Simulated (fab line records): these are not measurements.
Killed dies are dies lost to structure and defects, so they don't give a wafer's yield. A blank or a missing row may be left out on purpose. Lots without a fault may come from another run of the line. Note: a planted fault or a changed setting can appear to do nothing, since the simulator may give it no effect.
fab line records	flow gf180mcu
[record] lots = 24	wafers = 72	last-day = 34
route steps=602 shown V1@352 V2@398 M3@423 V3@431 V4@502
lots that met no fault: from a run of the same line without faults
start-h: hours from the record's opening day to when the first of the lot's shown wafers began	wait-h: time in hours since the lot's previous step	" identical to the entry in the row above	L1.1+2: one row covering several wafers at once	- no value, or no start was given	* or withheld: withheld	< > ~ a bound
route shown NAME@n: NAME is a module with steps in the file, n the number in the route of the first one	usual: mean and standard deviation over wafers with no fault	same: alike in all rows	chamber/n: place in a boat	sites: readings site by site	_std_site: standard deviation of those values	_edge_site: inner sites' mean taken away from outer sites' mean	radius-mm: how far each site lies from the wafer's centre	mask NAME#n: copy n	behind: the most recent tool/chamber to have shaped the wafer	hold: the reason the lot was held/the length of the hold in hours/how it ended	device: which transistor (n, p or np) failed to switch	end of line: at the end of the route, the tests of the same wafers	for a step that has no rows: nothing shown but its recipe	killed: dies lost to structure and defects at the first sort, not the wafer's yield	map: shows each die of a wafer: x if killed, . if not, _ if none is there
set.NAME: the setting the step ran with; set.NAME@STEP: the setting that earlier step ran with	model.NAME: the simulator's own value behind a step, which no gauge read
a sample of lots followed through the steps of the route, with each step as a table and each wafer as a row
services: from which hour (start-h, from the record's first day; less than 0 if before it) a tool's chamber was out of use, for how many hours, and why
[[steps]]
[step GF_V1_ETCH_17]
[recipe] chemistry = C4F8/O2/Ar	mask-material = KrF	target = SiO2	stop-on = TiN	source-w = 1500	bias-w = 1200	pressure-mtorr = 40	c4f8-flow-sccm = withheld	O2_flow_sccm = 6	Ar_flow_sccm = 300	time-s = withheld	target-depth-a = 6300
[usual] oes-product-au = 0.856/0.0052
lot.wafer	tool	chamber	start-h	wait-h	oes-product-au
L074.2	rie-diel-01	1	-	-	0.853
L074.3	"	0	"	"	0.855
L074.4	"	3	"	"	0.855
L075.3	rie-diel-03	0	-	-	0.859
L075.4	"	0	"	"	0.847
L075.5	"	1	"	"	0.856
L076.3	rie-diel-02	0	-	-	0.862
L076.5	"	1	"	"	0.869
L076.6	"	2	"	"	0.845
L077.1	rie-diel-01	2	-	-	0.850
L077.2	"	0	"	"	0.854
L077.3	"	1	"	"	0.854
L078.2	rie-diel-01	0	-	-	0.845
L078.4	"	3	"	"	0.858
L078.6	"	3	"	"	0.851
L079.1	rie-diel-02	2	-	-	0.856
L079.3	"	3	"	"	0.855
L079.6	"	3	"	"	0.857
L080.2	rie-diel-02	2	-	-	0.851
L080.4	"	3	"	"	0.850
L080.5	"	3	"	"	0.847
L081.3	rie-diel-01	2	-	-	0.856
L081.4	"	1	"	"	0.861
L081.5	"	2	"	"	0.852
L082.1	rie-diel-03	3	-	-	0.855
L082.3	"	1	"	"	0.868
L082.5	"	0	"	"	0.856
L083.3	rie-diel-02	3	-	-	0.851
L083.4	"	0	"	"	0.855
L083.5	"	1	"	"	0.852
L084.1	rie-diel-01	0	-	-	0.858
L084.5	"	1	"	"	0.845
L084.6	"	2	"	"	0.858
L085.1	rie-diel-02	0	-	-	0.855
L085.2	"	3	"	"	0.853
L085.4	"	1	"	"	0.861
L086.2	rie-diel-03	0	-	-	0.860
L086.5	"	1	"	"	0.860
L086.6	"	2	"	"	0.857
L087.1	rie-diel-02	2	-	-	0.844
L087.2	"	3	"	"	0.858
L087.4	"	0	"	"	0.852
L088.2	rie-diel-03	1	-	-	0.850
L088.3	"	3	"	"	0.857
L088.6	"	1	"	"	0.855
L089.2	rie-diel-01	2	-	-	0.858
L089.4	"	1	"	"	0.850
L089.6	"	2	"	"	0.859
L090.1	rie-diel-01	1	-	-	0.854
L090.3	"	2	"	"	0.861
L090.5	"	3	"	"	0.851
L091.3	rie-diel-02	3	-	-	0.856
L091.4	"	1	"	"	0.854
L091.5	"	3	"	"	0.858
L092.1	rie-diel-03	1	-	-	0.857
L092.3	"	2	"	"	0.852
L092.6	"	1	"	"	0.860
L093.2	rie-diel-02	2	-	-	0.857
L093.4	"	1	"	"	0.850
L093.6	"	1	"	"	0.847
L094.1	rie-diel-02	0	-	-	0.856
L094.2	"	1	"	"	0.857
L094.3	"	3	"	"	0.855
L095.1	rie-diel-03	1	-	-	0.851
L095.3	"	0	"	"	0.856
L095.5	"	2	"	"	0.856
L096.2	rie-diel-02	2	-	-	0.851
L096.3	"	0	"	"	0.865
L096.4	"	3	"	"	0.856
L097.2	rie-diel-01	2	-	-	0.866
L097.3	"	1	"	"	0.856
L097.4	"	0	"	"	0.853
[step GF_V1_CVD_23]
[recipe] material = W	target-thk-nm = 350	time-s = 105.05	temp-c = 400	pressure-torr = 40
[usual] heater-power-outer-w = 475/34	heater-power-w = 824/21
lot.wafer	tool	chamber	start-h	wait-h	heater-power-outer-w	heater-power-w
L074.2	cvd-w-02	1	414.73	0.0	461	798
L074.3	"	1	"	"	471	827
L074.4	"	0	"	"	478	829
L075.3	cvd-w-02	0	425.87	0.1	470	836
L075.4	"	1	"	"	460	827
L075.5	"	1	"	"	466	803
L076.3	cvd-w-02	1	427.55	0.1	467	832
L076.5	"	0	"	"	470	821
L076.6	"	1	"	"	458	821
L077.1	cvd-w-02	1	437.21	0.0	473	806
L077.2	"	0	"	"	479	842
L077.3	"	0	"	"	478	816
L078.2	cvd-w-01	1	449.56	0.0	522	834
L078.4	"	0	"	"	416	777
L078.6	"	1	"	"	524	878
L079.1	cvd-w-01	0	460.56	0.0	437	824
L079.3	"	1	"	"	531	833
L079.6	"	1	"	"	523	844
L080.2	cvd-w-01	1	469.31	0.0	533	824
L080.4	"	0	"	"	415	778
L080.5	"	0	"	"	428	804
L081.3	cvd-w-02	1	475.89	0.1	460	833
L081.4	"	0	"	"	471	826
L081.5	"	1	"	"	465	821
L082.1	cvd-w-02	1	488.84	0.0	460	810
L082.3	"	1	"	"	468	806
L082.5	"	1	"	"	465	806
L083.3	cvd-w-01	0	494.83	0.1	431	818
L083.4	"	1	"	"	524	843
L083.5	"	1	"	"	524	867
L084.1	cvd-w-01	0	503.57	0.0	433	808
L084.5	"	0	"	"	417	805
L084.6	"	1	"	"	529	862
L085.1	cvd-w-01	1	508.40	0.0	522	851
L085.2	"	0	"	"	427	809
L085.4	"	0	"	"	422	836
L086.2	cvd-w-01	1	522.09	0.0	535	834
L086.5	"	1	"	"	524	853
L086.6	"	0	"	"	430	818
L087.1	cvd-w-02	1	524.06	0.0	471	825
L087.2	"	0	"	"	470	812
L087.4	"	0	"	"	479	814
L088.2	cvd-w-01	0	545.06	0.0	427	788
L088.3	"	1	"	"	521	854
L088.6	"	1	"	"	542	854
L089.2	cvd-w-01	1	546.64	0.0	535	849
L089.4	"	0	"	"	432	796
L089.6	"	1	"	"	525	852
L090.1	cvd-w-02	1	554.62	0.0	459	809
L090.3	"	0	"	"	476	812
L090.5	"	0	"	"	481	824
L091.3	cvd-w-02	1	558.40	0.1	471	819
L091.4	"	0	"	"	485	832
L091.5	"	1	"	"	460	830
L092.1	cvd-w-02	0	563.76	0.0	483	829
L092.3	"	0	"	"	472	809
L092.6	"	0	"	"	478	830
L093.2	cvd-w-01	1	573.26	0.0	533	865
L093.4	"	1	"	"	528	868
L093.6	"	1	"	"	520	854
L094.1	cvd-w-02	1	583.60	0.0	468	839
L094.2	"	0	"	"	476	825
L094.3	"	1	"	"	465	810
L095.1	cvd-w-01	0	589.50	0.0	441	811
L095.3	"	0	"	"	437	815
L095.5	"	0	"	"	418	796
L096.2	cvd-w-02	1	592.60	0.0	480	829
L096.3	"	0	"	"	481	819
L096.4	"	1	"	"	470	819
L097.2	cvd-w-02	1	601.54	0.0	473	818
L097.3	"	0	"	"	474	810
L097.4	"	1	"	"	471	820
[step GF_V2_ETCH_16]
[recipe] chemistry = N2/H2	target-depth-a = withheld	overetch-a = withheld	time-s = withheld	target = BARC	ion-energy-ev = 200	source-w = 500	bias-w = 100	pressure-mtorr = 30	n2-flow-sccm = 100	h2-flow-sccm = 200
[usual] drypump-motor-current-A = 5.6/0.47	oes-product-au = 0.855/0.0042	throttle-valve-pct = 13.223/0.0092
lot.wafer	tool	chamber	start-h	wait-h	drypump-motor-current-A	oes-product-au	throttle-valve-pct
L074.2	rie-diel-04	0	464.89	0.0	6.1	0.861	13.214
L074.3	"	2	"	"	6.5	0.854	13.217
L074.4	"	0	"	"	6.1	0.846	13.236
L075.3	rie-diel-02	2	475.77	0.0	5.9	0.859	13.242
L075.4	"	1	"	"	5.4	0.856	13.225
L075.5	"	2	"	"	5.9	0.853	13.226
L076.3	rie-diel-02	3	477.17	0.0	5.0	0.863	13.221
L076.5	"	0	"	"	5.8	0.861	13.211
L076.6	"	1	"	"	5.3	0.853	13.229
L077.1	rie-diel-02	2	486.77	0.0	5.9	0.850	13.218
L077.2	"	0	"	"	5.9	0.860	13.226
L077.3	"	3	"	"	5.0	0.851	13.217
L078.2	rie-diel-04	2	499.07	0.0	6.5	0.845	13.233
L078.4	"	3	"	"	5.9	0.849	13.209
L078.6	"	1	"	"	5.3	0.860	13.230
L079.1	rie-diel-02	1	510.54	0.0	5.4	0.854	13.216
L079.3	"	0	"	"	5.9	0.847	13.218
L079.6	"	1	"	"	5.4	0.850	13.208
L080.2	rie-diel-04	2	519.19	0.0	6.5	0.847	13.226
L080.4	"	2	"	"	6.5	0.853	13.230
L080.5	"	1	"	"	5.3	0.857	13.226
L081.3	rie-diel-03	3	524.92	0.0	5.3	0.853	13.233
L081.4	"	1	"	"	6.3	0.851	13.233
L081.5	"	2	"	"	5.2	0.850	13.220
L082.1	rie-diel-02	0	537.42	0.0	5.9	0.852	13.222
L082.3	"	3	"	"	5.0	0.859	13.218
L082.5	"	2	"	"	5.9	0.856	13.221
L083.3	rie-diel-02	1	543.24	0.0	5.3	0.858	13.209
L083.4	"	0	"	"	5.8	0.850	13.219
L083.5	"	3	"	"	5.0	0.857	13.212
L084.1	rie-diel-04	2	549.79	0.0	6.5	0.860	13.223
L084.5	"	0	"	"	6.1	0.853	13.200
L084.6	"	1	"	"	5.3	0.861	13.228
L085.1	rie-diel-03	1	555.79	0.0	6.3	0.853	13.213
L085.2	"	0	"	"	5.2	0.844	13.225
L085.4	"	2	"	"	5.2	0.861	13.237
L086.2	rie-diel-03	2	569.94	0.0	5.2	0.851	13.224
L086.5	"	1	"	"	6.3	0.852	13.201
L086.6	"	2	"	"	5.2	0.860	13.231
L087.1	rie-diel-02	1	571.39	0.0	5.4	0.851	13.221
L087.2	"	2	"	"	5.9	0.849	13.230
L087.4	"	3	"	"	5.0	0.851	13.245
L088.2	rie-diel-03	1	592.19	0.0	6.3	0.856	13.216
L088.3	"	0	"	"	5.3	0.852	13.222
L088.6	"	0	"	"	5.2	0.855	13.235
L089.2	rie-diel-04	1	592.84	0.0	5.3	0.851	13.230
L089.4	"	0	"	"	6.1	0.860	13.232
L089.6	"	2	"	"	6.5	0.854	13.203
L090.1	rie-diel-03	0	600.69	0.0	5.3	0.861	13.236
L090.3	"	2	"	"	5.2	0.856	13.204
L090.5	"	3	"	"	5.3	0.856	13.224
L091.3	rie-diel-03	0	603.24	0.0	5.2	0.856	13.232
L091.4	"	3	"	"	5.3	0.856	13.215
L091.5	"	2	"	"	5.2	0.851	13.216
L092.1	rie-diel-04	2	610.04	0.0	6.5	0.856	13.217
L092.3	"	0	"	"	6.1	0.859	13.215
L092.6	"	3	"	"	5.9	0.858	13.205
L093.2	rie-diel-03	3	618.74	0.0	5.3	0.861	13.220
L093.4	"	1	"	"	6.3	0.860	13.231
L093.6	"	0	"	"	5.3	0.856	13.214
L094.1	rie-diel-03	0	627.34	0.0	5.2	0.861	13.217
L094.2	"	3	"	"	5.3	0.853	13.209
L094.3	"	2	"	"	5.2	0.857	13.239
L095.1	rie-diel-03	3	633.72	0.0	5.3	0.850	13.226
L095.3	"	2	"	"	5.2	0.853	13.237
L095.5	"	2	"	"	5.2	0.862	13.226
L096.2	rie-diel-03	2	636.27	0.0	5.2	0.855	13.235
L096.3	"	0	"	"	5.2	0.859	13.223
L096.4	"	0	"	"	5.3	0.851	13.220
L097.2	rie-diel-04	3	644.63	0.0	5.9	0.856	13.221
L097.3	"	2	"	"	6.5	0.860	13.222
L097.4	"	1	"	"	5.3	0.859	13.222
[step GF_M3_CD_MEAS_14]
[recipe] target-cd-nm = 280
[usual] cd-nm = 280.2/1.1
lot.wafer	tool	chamber	start-h	wait-h	cd-nm
L074.2	cd-sem-02	-	489.83	0.1	279.6
L074.3	"	-	"	"	279.6
L074.4	"	-	"	"	279.0
L075.3	cd-sem-02	-	501.28	0.1	280.6
L075.4	"	-	"	"	280.2
L075.5	"	-	"	"	279.6
L076.3	cd-sem-02	-	502.37	0.1	280.0
L076.5	"	-	"	"	280.8
L076.6	"	-	"	"	279.6
L077.1	cd-sem-02	-	511.81	0.1	279.5
L077.2	"	-	"	"	279.2
L077.3	"	-	"	"	278.7
L078.2	cd-sem-02	-	522.81	0.1	281.0
L078.4	"	-	"	"	279.6
L078.6	"	-	"	"	280.4
L079.1	cd-sem-01	-	534.54	0.1	280.2
L079.3	"	-	"	"	278.4
L079.6	"	-	"	"	280.0
L080.2	cd-sem-01	-	542.88	0.1	279.9
L080.4	"	-	"	"	280.5
L080.5	"	-	"	"	279.7
L081.3	cd-sem-02	-	547.72	0.1	281.2
L081.4	"	-	"	"	280.0
L081.5	"	-	"	"	279.6
L082.1	cd-sem-01	-	561.14	0.1	279.2
L082.3	"	-	"	"	279.4
L082.5	"	-	"	"	279.4
L083.3	cd-sem-01	-	566.67	0.1	279.4
L083.4	"	-	"	"	278.8
L083.5	"	-	"	"	278.2
L084.1	cd-sem-01	-	574.53	0.1	282.7
L084.5	"	-	"	"	283.6
L084.6	"	-	"	"	281.8
L085.1	cd-sem-02	-	578.91	0.1	279.1
L085.2	"	-	"	"	278.3
L085.4	"	-	"	"	278.8
L086.2	cd-sem-02	-	593.01	0.1	280.9
L086.5	"	-	"	"	281.4
L086.6	"	-	"	"	280.0
L087.1	cd-sem-01	-	594.43	0.1	280.8
L087.2	"	-	"	"	280.7
L087.4	"	-	"	"	281.2
L088.2	cd-sem-02	-	614.63	0.1	279.5
L088.3	"	-	"	"	279.8
L088.6	"	-	"	"	280.6
L089.2	cd-sem-01	-	618.95	0.1	282.0
L089.4	"	-	"	"	280.3
L089.6	"	-	"	"	281.0
L090.1	cd-sem-01	-	622.96	0.1	281.0
L090.3	"	-	"	"	279.7
L090.5	"	-	"	"	280.6
L091.3	cd-sem-01	-	625.33	0.1	280.4
L091.4	"	-	"	"	279.6
L091.5	"	-	"	"	280.0
L092.1	cd-sem-02	-	631.69	0.1	281.0
L092.3	"	-	"	"	280.3
L092.6	"	-	"	"	279.5
L093.2	cd-sem-01	-	641.01	0.1	279.4
L093.4	"	-	"	"	279.6
L093.6	"	-	"	"	281.5
L094.1	cd-sem-02	-	649.19	0.1	280.6
L094.2	"	-	"	"	280.5
L094.3	"	-	"	"	281.0
L095.1	cd-sem-02	-	654.78	0.1	280.4
L095.3	"	-	"	"	280.4
L095.5	"	-	"	"	280.4
L096.2	cd-sem-02	-	657.78	0.1	280.4
L096.3	"	-	"	"	279.7
L096.4	"	-	"	"	279.4
L097.2	cd-sem-01	-	665.05	0.1	281.3
L097.3	"	-	"	"	281.1
L097.4	"	-	"	"	279.7
[step GF_V3_CVD_02]
[recipe] material = SiO2	target-thk-nm = 850	precursor = TEOS	temp-c = 400	time-s = 94.851	rf-w = 600
[usual] heater-power-outer-w = 371/57	heater-power-w = 670/77
lot.wafer	tool	chamber	start-h	wait-h	heater-power-outer-w	heater-power-w
L074.2	pecvd-01	0	490.77	0.0	471	825
L074.3	"	2	"	"	395	694
L074.4	"	0	"	"	505	858
L075.3	pecvd-04	0	502.28	0.0	305	565
L075.4	"	2	"	"	323	567
L075.5	"	0	"	"	341	629
L076.3	pecvd-03	2	503.28	0.0	355	657
L076.5	"	0	"	"	420	748
L076.6	"	2	"	"	388	680
L077.1	pecvd-04	1	512.86	0.1	364	706
L077.2	"	0	"	"	347	629
L077.3	"	2	"	"	370	646
L078.2	pecvd-03	1	523.74	0.0	300	566
L078.4	"	0	"	"	407	722
L078.6	"	1	"	"	353	628
L079.1	pecvd-01	2	535.63	0.1	381	711
L079.3	"	0	"	"	518	891
L079.6	"	0	"	"	400	713
L080.2	pecvd-01	1	544.37	0.0	407	712
L080.4	"	0	"	"	510	882
L080.5	"	1	"	"	289	576
L081.3	pecvd-04	1	548.64	0.0	261	576
L081.4	"	2	"	"	416	709
L081.5	"	1	"	"	309	649
L082.1	pecvd-03	0	562.64	0.1	308	616
L082.3	"	2	"	"	388	681
L082.5	"	1	"	"	342	616
L083.3	pecvd-04	1	567.79	0.0	363	698
L083.4	"	0	"	"	338	613
L083.5	"	1	"	"	260	568
L084.1	pecvd-03	1	575.95	0.1	355	627
L084.5	"	1	"	"	382	666
L084.6	"	0	"	"	418	764
L085.1	pecvd-01	0	580.21	0.1	523	869
L085.2	"	1	"	"	404	692
L085.4	"	1	"	"	293	579
L086.2	pecvd-03	0	594.06	0.0	424	730
L086.5	"	2	"	"	414	703
L086.6	"	0	"	"	302	592
L087.1	pecvd-01	0	595.79	0.1	504	864
L087.2	"	1	"	"	337	665
L087.4	"	2	"	"	440	766
L088.2	pecvd-03	2	615.56	0.0	392	690
L088.3	"	1	"	"	364	641
L088.6	"	1	"	"	390	665
L089.2	pecvd-03	0	619.88	0.0	321	632
L089.4	"	0	"	"	364	700
L089.6	"	2	"	"	420	695
L090.1	pecvd-03	1	623.91	0.1	395	666
L090.3	"	2	"	"	405	731
L090.5	"	1	"	"	287	532
L091.3	pecvd-04	1	626.24	0.0	354	686
L091.4	"	1	"	"	259	561
L091.5	"	0	"	"	364	644
L092.1	pecvd-04	2	632.64	0.1	361	647
L092.3	"	0	"	"	287	517
L092.6	"	0	"	"	325	585
L093.2	pecvd-04	1	641.94	0.0	355	687
L093.4	"	2	"	"	317	566
L093.6	"	1	"	"	261	560
L094.1	pecvd-03	2	650.14	0.1	305	571
L094.2	"	0	"	"	343	686
L094.3	"	1	"	"	306	565
L095.1	pecvd-03	0	655.81	0.1	406	724
L095.3	"	1	"	"	383	643
L095.5	"	0	"	"	414	751
L096.2	pecvd-01	0	658.74	0.0	435	792
L096.3	"	2	"	"	430	757
L096.4	"	2	"	"	446	773
L097.2	pecvd-04	1	665.98	0.0	363	700
L097.3	"	0	"	"	277	520
L097.4	"	2	"	"	371	658
[step GF_V4_CMP_26]
[recipe] stop-on = SiO2	down-force-psi = 3.5	platen-rpm = 60	t-overpolish-s = 15	target-thk-nm = 0	pad-velocity-m-s = 0.94248
[usual] motor-current-A = 11.2/0.6	overpolish-run-s = 15.000/0.009	slurry-filter-dp-kPa = 13.51/0.13	time-to-endpoint-s = 85/3.2
lot.wafer	tool	chamber	start-h	wait-h	motor-current-A	overpolish-run-s	slurry-filter-dp-kPa	time-to-endpoint-s
L074.3	cmp-01	2	563.72	0.1	11.9	15.008	13.62	88
L074.2	"	3	"	"	12.2	15.008	13.45	85
L074.4	"	0	"	"	10.7	14.999	13.47	83
L075.4	cmp-01	0	573.62	0.3	11.3	14.988	13.53	86
L075.3	"	1	"	"	11.2	14.999	13.36	82
L075.5	"	3	"	"	11.7	14.999	13.28	86
L076.3	cmp-01	1	574.96	0.1	11.3	15.006	13.39	80
L076.6	"	0	"	"	11.4	15.020	13.23	83
L076.5	"	1	"	"	11.7	14.992	13.46	81
L077.2	cmp-01	1	583.92	0.0	11.1	14.996	13.41	81
L077.3	"	2	"	"	11.5	14.994	13.39	87
L077.1	"	3	"	"	11.3	14.995	13.49	84
L078.2	cmp-02	1	595.02	0.1	10.3	14.996	13.57	84
L078.4	"	2	"	"	11.0	14.998	13.37	85
L078.6	"	0	"	"	11.2	14.995	13.66	82
L079.3	cmp-02	0	606.17	0.0	10.8	14.993	13.73	82
L079.1	"	2	"	"	11.8	14.981	13.29	85
L079.6	"	1	"	"	9.8	14.987	13.61	81
L080.4	cmp-01	0	614.52	0.0	10.8	15.002	13.55	85
L080.2	"	1	"	"	11.2	14.999	13.49	83
L080.5	"	1	"	"	11.2	15.003	13.46	83
L081.3	cmp-01	0	618.68	0.0	11.5	14.994	13.43	84
L081.4	"	2	"	"	11.4	14.997	13.52	88
L081.5	"	1	"	"	10.5	15.013	13.55	85
L082.1	cmp-02	1	629.99	0.1	10.2	15.007	13.37	81
L082.3	"	3	"	"	11.1	15.028	13.63	83
L082.5	"	2	"	"	10.8	14.994	13.47	82
L083.4	cmp-02	2	636.67	0.3	11.3	15.003	13.52	89
L083.3	"	1	"	"	10.0	15.003	13.24	91
L083.5	"	2	"	"	11.8	14.996	13.70	88
L084.1	cmp-01	1	644.44	0.2	11.7	14.990	13.50	87
L084.5	"	2	"	"	11.8	15.004	13.63	88
L084.6	"	3	"	"	11.7	15.004	13.46	92
L085.2	cmp-02	2	646.92	0.0	11.9	15.013	13.62	84
L085.4	"	0	"	"	10.9	15.003	13.26	81
L085.1	"	1	"	"	9.8	15.010	13.67	83
L086.2	cmp-02	2	660.90	0.0	10.9	14.993	13.61	79
L086.5	"	2	"	"	11.0	15.005	13.45	83
L086.6	"	3	"	"	12.4	15.002	13.46	81
L087.1	cmp-01	2	662.47	0.1	11.2	15.009	13.64	88
L087.2	"	3	"	"	11.3	14.990	13.56	88
L087.4	"	0	"	"	11.3	15.002	13.51	90
L088.3	cmp-02	1	680.76	0.1	10.0	15.003	13.64	78
L088.2	"	2	"	"	11.6	15.003	13.54	83
L088.6	"	1	"	"	10.3	15.010	13.40	79
L089.2	cmp-02	0	683.60	0.1	10.9	14.995	13.68	85
L089.4	"	1	"	"	10.0	14.994	13.28	86
L089.6	"	0	"	"	10.3	14.991	13.46	87
L090.1	cmp-01	2	688.77	0.1	11.3	14.998	13.78	90
L090.3	"	3	"	"	11.3	15.000	13.68	88
L090.5	"	1	"	"	11.5	14.987	13.56	85
L091.4	cmp-02	0	690.53	0.1	10.8	15.008	13.42	81
L091.3	"	2	"	"	11.5	15.012	13.72	82
L091.5	"	3	"	"	11.6	15.000	13.41	81
L092.1	cmp-02	1	695.64	0.1	9.7	14.995	13.51	85
L092.3	"	3	"	"	11.0	14.994	13.59	87
L092.6	"	1	"	"	10.2	15.007	13.58	84
L093.2	cmp-01	2	703.77	0.1	11.3	14.998	13.71	81
L093.4	"	3	"	"	11.3	15.001	13.28	84
L093.6	"	1	"	"	11.5	15.013	13.49	82
L094.2	cmp-02	1	710.84	0.0	10.2	14.992	13.29	83
L094.1	"	3	"	"	11.7	14.998	13.71	83
L094.3	"	0	"	"	10.3	14.995	13.46	86
L095.3	cmp-01	0	716.67	0.0	11.1	15.007	13.60	86
L095.1	"	3	"	"	11.8	15.010	13.64	86
L095.5	"	1	"	"	11.4	15.003	13.50	86
L096.3	cmp-01	1	719.94	0.4	11.4	14.986	13.48	84
L096.4	"	2	"	"	10.9	15.012	13.53	90
L096.2	"	3	"	"	11.1	15.007	13.52	85
L097.2	cmp-01	1	726.22	0.1	11.5	15.004	13.42	85
L097.3	"	2	"	"	12.0	14.997	13.54	87
L097.4	"	3	"	"	11.7	15.001	13.44	88
[[services]]
tool	chamber	start-h	hours	kind
cmp-01	-	403.88	1.1	repair
cvd-w-02	0	405.21	4.4	repair
cmp-01	-	406.25	4.0	pm
cmp-01	-	412.92	14.3	pm
rie-diel-03	2	418.61	9.4	repair
rie-diel-02	-	421.88	1.0	repair
rie-diel-03	2	452.59	1.7	repair
cmp-01	-	472.84	0.6	repair
cmp-01	-	482.39	1.2	repair
cmp-01	-	511.09	3.2	pm
rie-diel-02	3	513.73	5.1	repair
cmp-01	-	541.80	4.4	repair
cmp-02	-	547.50	15.1	repair
cvd-w-02	1	562.18	13.3	repair
rie-diel-03	3	576.52	17.2	repair
rie-diel-02	-	579.27	2.8	pm
cmp-01	-	586.23	6.6	repair
cvd-w-02	-	608.73	3.2	repair
rie-diel-02	0	620.76	6.6	repair
cmp-01	-	628.41	3.7	pm
cmp-01	-	636.17	3.1	repair
cmp-01	-	679.01	1.4	repair
rie-diel-03	2	681.99	6.3	repair
cvd-w-02	0	684.23	8.3	repair
[[key]]
fault none
